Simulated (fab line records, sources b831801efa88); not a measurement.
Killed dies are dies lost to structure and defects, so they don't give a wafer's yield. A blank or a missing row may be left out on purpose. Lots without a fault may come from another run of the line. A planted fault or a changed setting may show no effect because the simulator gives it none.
fab line records | flow sky130
record lots=15 wafers=45 last_day=50
route steps=708 shown VT_ADJUST_LVTN@105 SONOS_TUNNEL@161 LDD_LDN@301 POLY_CUT@315
lots that met no fault: from a run of the same line without faults
start_h: hours from the record's first day to the start of the lot's first wafer shown | wait_h: hours since the lot's step before | " the same as in the row above | L1.1+2: a row that stands for several wafers | - no value, or no start given | * or withheld: withheld | < > ~ a bound
route shown NAME@n: a module of which the file shows steps, and the number in the route of the first | usual: mean/standard deviation of fault-free wafers | same: alike in all rows | chamber/n: place in a boat | sites: the reading at each site | _std_site: their standard deviation | _edge_site: outer sites' mean less inner sites' | radius_mm: how far each site lies from the wafer's centre | mask NAME#n: copy n | behind: the tool/chamber that last shaped the wafer | hold: why the lot was held/for how many hours/how that ended | device: the transistor (n, p or np) that didn't switch | end of line: the same wafers' tests at the end of the route | a step without rows: its recipe alone | killed: dies lost to structure and defects at the first sort, not the wafer's yield | map: a wafer's dies, x killed, . not, _ none there
set.NAME: the setting as run; set.NAME@STEP: as run at that earlier step | model.NAME: the simulator's own value behind a step, which no gauge read
steps of the route over a sample of lots; a table a step, a row a wafer
services: from which hour (start_h, from the record's first day; less than 0 if before it) a tool's chamber was out of use, for how many hours, and why
## steps
# step SKY_VT_ADJUST_LVTN_IMPLANT_08
# recipe species=B energy_kev=30 dose_cm2=1.57e+12 tilt_deg=withheld
# usual beam_energy_keV=30.002/0.0088 beam_on_s=10.02/0.21
# columns lot.wafer tool chamber start_h wait_h beam_energy_keV beam_on_s
L285.2 implanter-04 0 142.10 0.0 29.998 9.84
L285.5 " 0 " " 29.994 10.12
L285.6 " 0 " " 30.004 9.92
L287.2 implanter-01 0 155.52 0.0 30.005 10.13
L287.3 " 0 " " 29.996 10.13
L287.5 " 0 " " 30.005 9.66
L288.2 implanter-04 0 163.17 0.0 30.001 10.03
L288.3 " 0 " " 30.008 9.79
L288.4 " 0 " " 30.013 10.15
L291.1 implanter-01 - 178.98 0.0 - -
L291.2 " - " " - -
L291.4 " - " " - -
L292.1 implanter-01 - 185.11 0.0 - -
L292.2 " - " " - -
L292.5 " - " " - -
L293.1 implanter-02 - 190.95 0.0 - -
L293.5 " - " " - -
L293.6 " - " " - -
L294.1 implanter-02 0 198.10 0.0 29.991 10.30
L294.3 " 0 " " 29.998 9.69
L294.6 " 0 " " 29.990 10.01
L299.1 implanter-02 0 239.80 0.0 30.013 9.87
L299.3 " 0 " " 29.999 10.06
L299.4 " 0 " " 30.001 9.92
L301.1 implanter-01 0 250.96 0.0 30.005 9.75
L301.4 " 0 " " 30.001 9.84
L301.6 " 0 " " 30.009 10.23
L302.2 implanter-04 0 252.37 0.0 29.991 10.04
L302.3 " 0 " " 29.997 9.77
L302.5 " 0 " " 29.998 10.26
L303.1 implanter-01 0 259.84 0.0 29.995 10.35
L303.3 " 0 " " 29.992 10.45
L303.5 " 0 " " 29.999 9.87
L304.3 implanter-02 0 269.66 0.1 30.007 10.48
L304.4 " 0 " " 30.007 10.05
L304.6 " 0 " " 29.997 10.00
L305.1 implanter-02 0 275.94 0.0 29.997 10.20
L305.5 " 0 " " 30.000 9.83
L305.6 " 0 " " 30.002 9.76
L306.1 implanter-01 0 281.39 0.0 30.015 10.03
L306.4 " 0 " " 30.000 10.48
L306.5 " 0 " " 30.013 10.02
L307.1 implanter-02 0 286.86 0.0 30.012 10.07
L307.2 " 0 " " 30.014 9.74
L307.5 " 0 " " 30.009 10.40
# step SKY_VT_ADJUST_LVTN_TW_MEAS_10
# usual VT_ADJUST_LVTN_TW=244.0/1.7
# columns lot.wafer tool chamber start_h wait_h VT_ADJUST_LVTN_TW
L285.2 film_metro-02 - 142.34 0.1 247.1
L285.5 " - " " 246.1
L285.6 " - " " 246.5
L287.2 film_metro-03 - 155.76 0.1 241.1
L287.3 " - " " 242.4
L287.5 " - " " 240.8
L288.2 film_metro-02 - 163.41 0.1 248.0
L288.3 " - " " 246.4
L288.4 " - " " 246.2
L291.1 film_metro-01 - 179.23 0.1 30.5
L291.2 " - " " 30.6
L291.4 " - " " 30.6
L292.1 film_metro-02 - 185.36 0.1 30.5
L292.2 " - " " 30.5
L292.5 " - " " 30.5
L293.1 film_metro-01 - 191.20 0.1 30.5
L293.5 " - " " 30.3
L293.6 " - " " 30.4
L294.1 film_metro-01 - 198.35 0.1 242.4
L294.3 " - " " 243.6
L294.6 " - " " 243.8
L299.1 film_metro-01 - 240.05 0.1 244.5
L299.3 " - " " 243.8
L299.4 " - " " 245.1
L301.1 film_metro-01 - 251.21 0.1 246.5
L301.4 " - " " 244.5
L301.6 " - " " 245.0
L302.2 film_metro-03 - 252.60 0.1 242.1
L302.3 " - " " 241.0
L302.5 " - " " 239.8
L303.1 film_metro-02 - 260.09 0.1 243.4
L303.3 " - " " 245.0
L303.5 " - " " 244.4
L304.3 film_metro-02 - 269.88 0.1 244.8
L304.4 " - " " 246.0
L304.6 " - " " 245.4
L305.1 film_metro-03 - 276.19 0.1 244.4
L305.5 " - " " 244.1
L305.6 " - " " 243.6
L306.1 film_metro-01 - 281.64 0.1 245.1
L306.4 " - " " 243.7
L306.5 " - " " 243.4
L307.1 film_metro-02 - 287.11 0.1 243.6
L307.2 " - " " 244.6
L307.5 " - " " 244.3
# step SKY_SONOS_TUNNEL_CD_MEAS_07
# recipe target_cd_nm=410
# usual cd_nm=409.7/2.4
# columns lot.wafer tool chamber start_h wait_h cd_nm
L285.2 cd_sem-02 - 250.11 0.1 407.5
L285.5 " - " " 406.7
L285.6 " - " " 406.5
L287.2 cd_sem-02 - 266.64 0.1 408.0
L287.3 " - " " 407.2
L287.5 " - " " 409.7
L288.2 cd_sem-02 - 277.74 0.1 409.8
L288.3 " - " " 408.8
L288.4 " - " " 408.7
L294.1 cd_sem-02 - 319.49 0.1 412.1
L294.3 " - " " 411.4
L294.6 " - " " 410.1
L299.1 cd_sem-02 - 368.57 0.1 406.0
L299.3 " - " " 406.3
L299.4 " - " " 406.5
L301.1 cd_sem-01 - 382.61 0.1 411.9
L301.4 " - " " 412.1
L301.6 " - " " 409.8
L302.2 cd_sem-02 - 384.59 0.1 408.0
L302.3 " - " " 407.7
L302.5 " - " " 408.9
L303.1 cd_sem-01 - 393.19 0.1 410.3
L303.3 " - " " 411.1
L303.5 " - " " 410.9
L304.3 cd_sem-01 - 406.38 0.1 411.6
L304.4 " - " " 413.1
L304.6 " - " " 411.8
L305.1 cd_sem-02 - 412.29 0.1 406.8
L305.5 " - " " 408.4
L305.6 " - " " 407.0
L306.1 cd_sem-01 - 421.64 0.1 407.1
L306.4 " - " " 406.8
L306.5 " - " " 408.2
L307.1 cd_sem-01 - 427.46 0.1 408.4
L307.2 " - " " 406.6
L307.5 " - " " 406.4
# step SKY_LDD_LDN_STRIP_12
# recipe chemistry=O2/N2 power_w=1400 pressure_mtorr=1500 platen_temp_c=withheld o2_flow_sccm=3000 n2_flow_sccm=300 overash_fraction=0.5
# usual drypump_motor_current_A=5.9/0.61 n2_flow_sccm=300.0/0.83 oes_product_au=0.716/0.0046 strip_time_to_endpoint_s=14.18/0.039
# columns lot.wafer tool chamber start_h wait_h drypump_motor_current_A n2_flow_sccm oes_product_au rf_hours_counter_h strip_time_to_endpoint_s
L285.2 plasma_asher-01 0 525.86 0.1 5.9 299.3 0.722 82 14.18
L285.5 " 1 " " 5.7 299.7 0.717 - 14.17
L285.6 " 0 " " 5.9 299.0 0.719 - 14.20
L287.2 plasma_asher-04 0 548.54 0.1 6.5 301.8 0.714 12 14.18
L287.3 " 0 " " 6.4 300.5 0.720 - 14.16
L287.5 " 1 " " 6.4 299.5 0.714 - 14.13
L288.2 plasma_asher-01 0 554.99 0.1 5.9 300.1 0.721 85 14.11
L288.3 " 1 " " 5.7 300.5 0.726 - 14.15
L288.4 " 0 " " 5.9 299.9 0.713 - 14.14
L294.1 plasma_asher-04 1 607.01 0.1 6.3 300.6 0.709 18 14.19
L294.3 " 1 " " 6.4 300.2 0.714 - 14.19
L294.6 " 0 " " 6.4 299.4 0.714 - 14.16
L299.1 plasma_asher-04 1 655.06 0.1 6.4 298.8 0.707 23 14.19
L299.3 " 0 " " 6.5 301.9 0.723 - 14.20
L299.4 " 1 " " 6.4 300.1 0.721 - 14.18
L301.1 plasma_asher-02 1 669.64 0.1 4.9 301.0 0.715 53 14.11
L301.4 " 0 " " 6.6 300.5 0.714 - 14.17
L301.6 " 1 " " 4.9 300.8 0.713 - 14.20
L302.2 plasma_asher-04 1 672.99 0.1 6.4 301.1 0.723 25 14.15
L302.3 " 0 " " 6.4 299.6 0.707 - 14.16
L302.5 " 0 " " 6.4 299.7 0.722 - 14.18
L303.1 plasma_asher-02 0 678.61 0.1 6.6 300.1 0.717 54 14.15
L303.3 " 1 " " 4.9 300.3 0.702 - 14.20
L303.5 " 0 " " 6.5 299.7 0.713 - 14.11
L304.3 plasma_asher-01 0 691.17 0.1 5.9 300.3 0.719 - 14.18
L304.4 " 1 " " 5.7 299.5 0.719 - 14.18
L304.6 " 0 " " 5.9 300.5 0.721 - 14.15
L305.1 plasma_asher-02 1 696.99 0.1 4.9 298.4 0.715 56 14.13
L305.5 " 1 " " 4.8 300.0 0.726 - 14.14
L305.6 " 0 " " 6.5 299.9 0.714 - 14.12
L306.1 plasma_asher-02 1 702.79 0.1 4.9 300.0 0.717 57 14.20
L306.4 " 1 " " 4.9 299.8 0.715 - 14.18
L306.5 " 1 " " 4.9 301.3 0.716 - 14.16
L307.1 plasma_asher-02 1 706.84 0.1 4.9 299.8 0.720 57 14.11
L307.2 " 0 " " 6.5 300.3 0.707 57 14.15
L307.5 " 0 " " 6.5 300.9 0.720 - 14.17
# step SKY_POLY_CUT_CD_MEAS_08
# recipe target_cd_nm=270
# usual cd_nm=269.9/1.4
# columns lot.wafer tool chamber start_h wait_h cd_nm
L285.2 cd_sem-01 - 557.52 - 269.7
L285.5 " - " " 269.3
L285.6 " - " " 270.1
L287.2 cd_sem-02 - 579.97 - 267.9
L287.3 " - " " 267.0
L287.5 " - " " 267.5
L288.2 cd_sem-01 - 586.87 - 270.5
L288.3 " - " " 270.1
L288.4 " - " " 270.9
L294.1 cd_sem-01 - 637.49 - 271.7
L294.3 " - " " 270.7
L294.6 " - " " 269.7
L299.1 cd_sem-01 - 685.44 - 271.3
L299.3 " - " " 271.6
L299.4 " - " " 272.4
L301.1 cd_sem-01 - 698.82 - 268.0
L301.4 " - " " 269.9
L301.6 " - " " 268.9
L302.2 cd_sem-02 - 702.87 - 269.1
L302.3 " - " " 269.4
L302.5 " - " " 269.0
L303.1 cd_sem-02 - 709.09 - 270.0
L303.3 " - " " 271.0
L303.5 " - " " 269.0
L304.3 cd_sem-01 - 721.06 - 266.4
L304.4 " - " " 266.5
L304.6 " - " " 268.6
L305.1 cd_sem-02 - 727.34 - 270.6
L305.5 " - " " 271.5
L305.6 " - " " 270.0
L306.1 cd_sem-02 - 732.29 - 270.2
L306.4 " - " " 271.1
L306.5 " - " " 270.6
L307.1 cd_sem-01 - 736.62 - 269.3
L307.2 " - " " 269.8
L307.5 " - " " 269.0
## services
# columns tool chamber start_h hours kind
implanter-04 - 136.95 4.9 repair
implanter-01 - 144.19 8.0 repair
plasma_asher-02 - 146.40 5.3 repair
implanter-02 - 147.09 3.7 repair
plasma_asher-04 - 202.63 2.8 pm
plasma_asher-02 - 232.91 1.6 repair
plasma_asher-02 - 235.55 0.8 repair
implanter-02 - 252.25 2.7 repair
plasma_asher-02 - 256.78 2.8 pm
implanter-01 - 276.90 2.2 repair
plasma_asher-01 - 281.11 2.8 pm
plasma_asher-02 - 286.43 2.3 repair
plasma_asher-02 - 315.89 3.8 repair
implanter-02 - 325.12 0.6 repair
implanter-02 - 376.37 3.1 pm
plasma_asher-04 - 385.59 1.0 repair
plasma_asher-04 - 413.98 1.1 repair
plasma_asher-02 - 417.11 0.5 repair
plasma_asher-04 - 421.25 9.0 pm
implanter-01 - 489.97 2.3 pm
implanter-01 - 535.54 4.2 pm
plasma_asher-04 - 586.69 2.5 repair
implanter-02 - 590.57 3.6 pm
plasma_asher-02 - 604.89 8.3 repair
## key
first_sign step=SKY_VT_ADJUST_LVTN_IMPLANT_08 reading=tool_record direction=missing
effect step=SKY_VT_ADJUST_LVTN_TW_MEAS_10 reading=VT_ADJUST_LVTN_TW direction=down sigmas=99+ usual=244.0 struck=30.5
met_at SKY_VT_ADJUST_LVTN_IMPLANT_08
struck_lots L291,L292,L293
later_rows_left_out L291.1,L291.2,L291.4,L292.1,L292.2,L292.5,L293.1,L293.5,L293.6
sort_left_out L291.1,L291.2,L291.4,L292.1,L292.2,L292.5,L293.1,L293.5,L293.6
tester_left_out L291,L292,L293
not_acting_at SKY_SONOS_TUNNEL_CD_MEAS_07,SKY_LDD_LDN_STRIP_12,SKY_POLY_CUT_CD_MEAS_08
onset_between 155.52 178.98
fault kind=skipped_step_whole tool=implanter-01,implanter-02 chamber=- onset_h=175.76 steps=SKY_VT_ADJUST_LVTN_IMPLANT_08 scope=struck_lots_only
# tester_left_out: of these lots the tester's yield and bins aren't shown, on N5 and GAA mostly nor the transistor test; their killed dies are dies lost to structure and defects alone, not to doping, threshold or leakage, so they don't give the yield
# sort_left_out: the simulated sort isn't trusted on such a fault, so these wafers' sort isn't shown, and their yield isn't known
# later_rows_left_out: the simulator's readings of these wafers behind a module that went badly wrong aren't trusted and aren't shown, but for the sort
